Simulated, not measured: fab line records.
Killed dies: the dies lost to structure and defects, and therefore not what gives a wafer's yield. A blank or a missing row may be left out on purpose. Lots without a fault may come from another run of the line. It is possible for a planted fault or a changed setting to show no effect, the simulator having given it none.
fab line records	flow sky130	part 2 of 2: steps 33 to 46 of 46
record: lots: 5	wafers: 15	last-day: 49
route steps=708 shown VT_ADJUST_PCH@152 SONOS_TUNNEL@154 SONOS_ONO@168 GATE_OXIDE@187
lots that met no fault: from a run of the same line without faults
start-h: hours from the record's first day to the start of the lot's first wafer shown	wait-h: how many hours have passed since the lot's step before this one	" unchanged from the row above	L1.1+2: one row covering several wafers at once	- no value, or no start was given	* or withheld: withheld	< > ~ a bound
route shown NAME@n: a module of which the file shows steps, and the number in the route of the first	usual: average and standard deviation across the fault-free wafers	same: alike in all rows	chamber/n: place in a boat	sites: per-site readings	_std_site: standard deviation of those values	_edge_site: outer sites' mean less inner sites'	radius-mm: for every site, how far away it sits from the centre of the wafer	mask NAME#n: copy n	behind: the tool/chamber that last shaped the wafer	hold: why the lot went on hold/how many hours it stayed there/how the hold came to an end	device: whichever transistor did not switch (one of n, p or np)	end of line: the tests these same wafers got at the end of their route	a step without rows: its recipe alone	killed: dies that structure and defects cost at the first sort, which is not the same as the wafer's yield	map: per-die view of a wafer (x killed, . not killed, _ where there is no die)
set.NAME: the setting that was run; set.NAME@STEP: the one run at that earlier step	model.NAME: the simulator's own value behind a step, which no gauge read
lots at some steps of the route; a table a step, a row a wafer
services: from which hour (start-h, from the record's first day; less than 0 if before it) a tool's chamber was out of use, for how many hours, and why
== steps ==
step: SKY_SONOS_ONO_WET_ETCH_16
recipe: chemistry: dHF	target-depth-nm: 14	dry: n2-spin	target: SiO2	dilution: 100:1	temp-c: 25	time-s: 280
lot.wafer	tool	chamber	start-h	wait-h
L080.2+3+4	wet-bench-03	0	335.18	0.0
L082.3+4+6	wet-bench-04	1	351.41	0.0
L088.4+5+6	wet-bench-02	2	392.20	0.0
L093.1+2+4	wet-bench-03	0	439.26	0.0
L094.3+4+5	wet-bench-02	3	442.76	0.0
step: SKY_SONOS_ONO_STRIP_17
recipe: chemistry: O2/N2	power-w: 1400	pressure-mtorr: 1500	platen-temp-c: withheld	o2-flow-sccm: 3000	n2-flow-sccm: 300	overash-fraction: 0.5
usual: drypump-motor-current-A: 5.8/0.46	o2-flow-sccm: 2998/8.8	oes-product-au: 0.710/0.0044	strip-time-to-endpoint-s: 14.10/0.041
same: overash-fraction: 0.5
lot.wafer	tool	chamber	start-h	wait-h	drypump-motor-current-A	o2-flow-sccm	oes-product-au	rf-hours-counter-h	strip-time-to-endpoint-s
L080.2	plasma-asher-02	1	335.28	0.0	5.7	2996	0.710	63	14.04
L080.3	"	1	"	"	5.7	2991	0.708	-	14.10
L080.4	"	0	"	"	4.9	2999	0.713	-	14.12
L082.3	plasma-asher-01	1	351.53	0.0	6.4	2997	0.714	-	14.10
L082.4	"	0	"	"	6.2	2985	0.715	-	14.16
L082.6	"	0	"	"	6.2	2998	0.708	-	14.10
L088.4	plasma-asher-03	0	392.32	0.0	5.9	3008	0.713	-	14.12
L088.5	"	1	"	"	5.7	2990	0.708	-	14.08
L088.6	"	0	"	"	5.9	3001	0.709	-	14.10
L093.1	plasma-asher-01	0	439.36	0.0	6.2	3006	0.701	65	14.13
L093.2	"	1	"	"	6.3	2986	0.710	65	14.09
L093.4	"	1	"	"	6.3	2991	0.702	-	14.14
L094.3	plasma-asher-03	0	442.99	0.0	6.0	3001	0.706	-	14.11
L094.4	"	1	"	"	5.7	3004	0.711	-	14.12
L094.5	"	1	"	"	5.7	3003	0.709	-	14.08
step: SKY_SONOS_ONO_WET_ETCH_18
recipe: chemistry: H3PO4	target-depth-nm: 15	target: Si3N4	temp-c: 160	time-s: 172
lot.wafer	tool	chamber	start-h	wait-h
L080.2+3+4	wet-bench-03	3	335.38	0.1
L082.3+4+6	wet-bench-03	0	351.60	0.0
L088.4+5+6	wet-bench-03	0	392.39	0.0
L093.1+2+4	wet-bench-03	2	439.46	0.1
L094.3+4+5	wet-bench-04	3	443.05	0.0
step: SKY_GATE_OXIDE_CLEAN_00
recipe: chemistry: SC1/SC2	mix: 1:4:20	temp-c: 70	time-s: 150	dry: n2-spin
lot.wafer	tool	chamber	start-h	wait-h
L080.2+3+4	wet-bench-03	2	335.44	0.0
L082.3+4+6	wet-bench-04	1	351.66	0.0
L088.4+5+6	wet-bench-02	2	392.45	0.0
L093.1+2+4	wet-bench-04	0	439.52	0.0
L094.3+4+5	wet-bench-03	0	443.11	0.0
step: SKY_GATE_OXIDE_OXIDATION_01
recipe: temp-c: 900	ambient: O2	stabilise-s: 600	purge-s: 300	target-thk-a: 102.68	ox-time-s: 1473
usual: spike-tc-upper-C: 899.8/1.1
same: stabilise-s: 600
lot.wafer	tool	chamber	start-h	wait-h	spike-tc-upper-C
L080.2	furnace-01	0	336.31	0.8	900.4
L080.3	"	0	"	"	901.7
L080.4	"	0	"	"	901.4
L082.3	furnace-02	0	351.71	0.0	899.1
L082.4	"	0	"	"	899.5
L082.6	"	0	"	"	898.1
L088.4	furnace-01	0	392.80	0.3	899.5
L088.5	"	0	"	"	899.9
L088.6	"	0	"	"	901.1
L093.1	furnace-01	0	440.64	1.1	899.4
L093.2	"	0	"	"	900.7
L093.4	"	0	"	"	901.5
L094.3	furnace-02	0	443.17	0.0	899.5
L094.4	"	0	"	"	898.3
L094.5	"	0	"	"	898.2
step: SKY_GATE_OXIDE_THK_MEAS_02
recipe: reads: SiO2_of_GATE_OXIDE_OXIDATION_01
usual: GATE_OXIDE_OXIDATION_00_THK: 10.21/0.16
lot.wafer	tool	chamber	start-h	wait-h	GATE_OXIDE_OXIDATION_00_THK[nm]
L080.2	film-metro-02	-	337.72	0.0	10.25
L080.3	"	-	"	"	10.22
L080.4	"	-	"	"	10.13
L082.3	film-metro-02	-	353.14	0.0	10.12
L082.4	"	-	"	"	9.95
L082.6	"	-	"	"	10.24
L088.4	film-metro-03	-	394.24	0.0	10.29
L088.5	"	-	"	"	10.18
L088.6	"	-	"	"	10.15
L093.1	film-metro-02	-	442.05	0.0	10.07
L093.2	"	-	"	"	10.24
L093.4	"	-	"	"	10.37
L094.3	film-metro-02	-	444.60	0.0	10.15
L094.4	"	-	"	"	10.26
L094.5	"	-	"	"	10.33
step: SKY_GATE_OXIDE_DEHYDRATE_03
recipe: temp-c: 200	time-s: 60
lot.wafer	tool	chamber	start-h	wait-h
L080.2+3+4	litho-track-01	0	350.36	12.6
L082.3+4+6	litho-track-01	0	366.64	13.5
L088.4+5+6	litho-track-01	0	407.76	13.5
L093.1+2+4	litho-track-03	0	456.98	14.9
L094.3+4+5	litho-track-01	0	459.34	14.7
step: SKY_GATE_OXIDE_HMDS_04
recipe: prime-time-s: 60	prime-temp-c: 120
lot.wafer	tool	chamber	start-h	wait-h
L080.2+3+4	litho-track-01	0	350.51	0.1
L082.3+4+6	litho-track-01	0	366.79	0.1
L088.4+5+6	litho-track-01	0	407.91	0.1
L093.1+2+4	litho-track-03	0	457.13	0.1
L094.3+4+5	litho-track-01	0	459.49	0.1
step: SKY_GATE_OXIDE_COAT_05
recipe: resist: NOVOLAK	spin-rpm: 3000	resist-thk-nm: 1140
lot.wafer	tool	chamber	start-h	wait-h
L080.2+3+4	litho-track-01	0	350.66	0.1
L082.3+4+6	litho-track-01	0	366.94	0.1
L088.4+5+6	litho-track-01	0	408.06	0.1
L093.1+2+4	litho-track-03	0	457.28	0.1
L094.3+4+5	litho-track-01	0	459.64	0.1
step: SKY_GATE_OXIDE_SOFTBAKE_06
recipe: temp-c: 90	time-s: 60	resist: NOVOLAK
lot.wafer	tool	chamber	start-h	wait-h
L080.2+3+4	litho-track-01	0	350.81	0.1
L082.3+4+6	litho-track-01	0	367.09	0.1
L088.4+5+6	litho-track-01	0	408.21	0.1
L093.1+2+4	litho-track-03	0	457.43	0.1
L094.3+4+5	litho-track-01	0	459.79	0.1
step: SKY_GATE_OXIDE_EXPOSE_07
recipe: mask-id: LVOM	na: 0.6	source-shape: conventional	sigma-outer: 0.6	polarization: unpolarized	target-cd-nm: 600	dose-mj: 170
same: na: 0.6
lot.wafer	tool	chamber	start-h	wait-h	mask
L080.2+3+4	iline-stepper-01	0	-	-	LVOM#0
L082.3+4+6	iline-stepper-02	0	-	-	LVOM#0
L088.4+5+6	iline-stepper-02	0	-	-	LVOM#0
L093.1+2+4	iline-stepper-01	0	-	-	LVOM#0
L094.3+4+5	iline-stepper-02	0	-	-	LVOM#0
step: SKY_GATE_OXIDE_PEB_08
recipe: temp-c: withheld	time-s: *	resist: NOVOLAK
lot.wafer	tool	chamber	start-h	wait-h
L080.2+3+4	litho-track-03	0	-	-
L082.3+4+6	litho-track-04	0	-	-
L088.4+5+6	litho-track-03	0	-	-
L093.1+2+4	litho-track-04	0	-	-
L094.3+4+5	litho-track-01	0	-	-
step: SKY_GATE_OXIDE_DEVELOP_09
recipe: resist: NOVOLAK	developer: TMAH	develop-time-s: 60	dev-temp-c: 23
lot.wafer	tool	chamber	start-h	wait-h
L080.2+3+4	litho-track-03	0	364.90	0.1
L082.3+4+6	litho-track-04	0	380.50	0.1
L088.4+5+6	litho-track-03	0	423.65	0.1
L093.1+2+4	litho-track-04	0	471.75	0.1
L094.3+4+5	litho-track-01	0	474.24	0.1
step: SKY_GATE_OXIDE_OVL_MEAS_10
usual: GATE_OXIDE_OVL: -0.5/1.2
lot.wafer	tool	chamber	start-h	wait-h	GATE_OXIDE_OVL[nm]
L080.2	overlay-01	-	365.03	0.1	0.7
L080.3	"	-	"	"	-0.8
L080.4	"	-	"	"	-0.1
L082.3	overlay-02	-	380.61	0.1	0.0
L082.4	"	-	"	"	0.1
L082.6	"	-	"	"	-1.7
L088.4	overlay-02	-	423.74	0.1	-0.5
L088.5	"	-	"	"	-0.6
L088.6	"	-	"	"	1.0
L093.1	overlay-02	-	471.93	0.2	0.9
L093.2	"	-	"	"	0.5
L093.4	"	-	"	"	-0.2
L094.3	overlay-02	-	474.35	0.1	1.1
L094.4	"	-	"	"	-1.0
L094.5	"	-	"	"	-0.1
== services ==
tool	chamber	start-h	hours	kind
implanter-04	-	261.41	3.2	pm
lpcvd-02	-	262.79	2.8	pm
furnace-01	-	263.86	4.9	pm
iline-stepper-02	-	267.66	0.6	repair
furnace-01	-	283.04	12.8	pm
implanter-01	-	309.73	3.2	repair
plasma-asher-03	-	320.86	18.4	repair
implanter-01	-	324.21	3.2	pm
implanter-04	-	336.48	1.3	repair
furnace-02	-	336.69	3.7	pm
lpcvd-03	-	342.35	6.0	pm
plasma-asher-01	-	347.46	2.8	pm
plasma-asher-03	-	355.12	1.9	repair
plasma-asher-03	-	361.20	9.1	repair
plasma-asher-03	-	364.92	0.4	repair
implanter-01	-	370.01	2.0	repair
lpcvd-02	-	371.18	0.3	repair
implanter-04	-	377.41	3.0	repair
iline-stepper-02	-	392.05	1.7	pm
furnace-01	-	394.21	3.8	pm
lpcvd-02	-	394.72	2.5	repair
lpcvd-03	-	424.39	0.4	repair
plasma-asher-04	-	446.86	8.8	repair
plasma-asher-04	-	471.02	2.8	pm
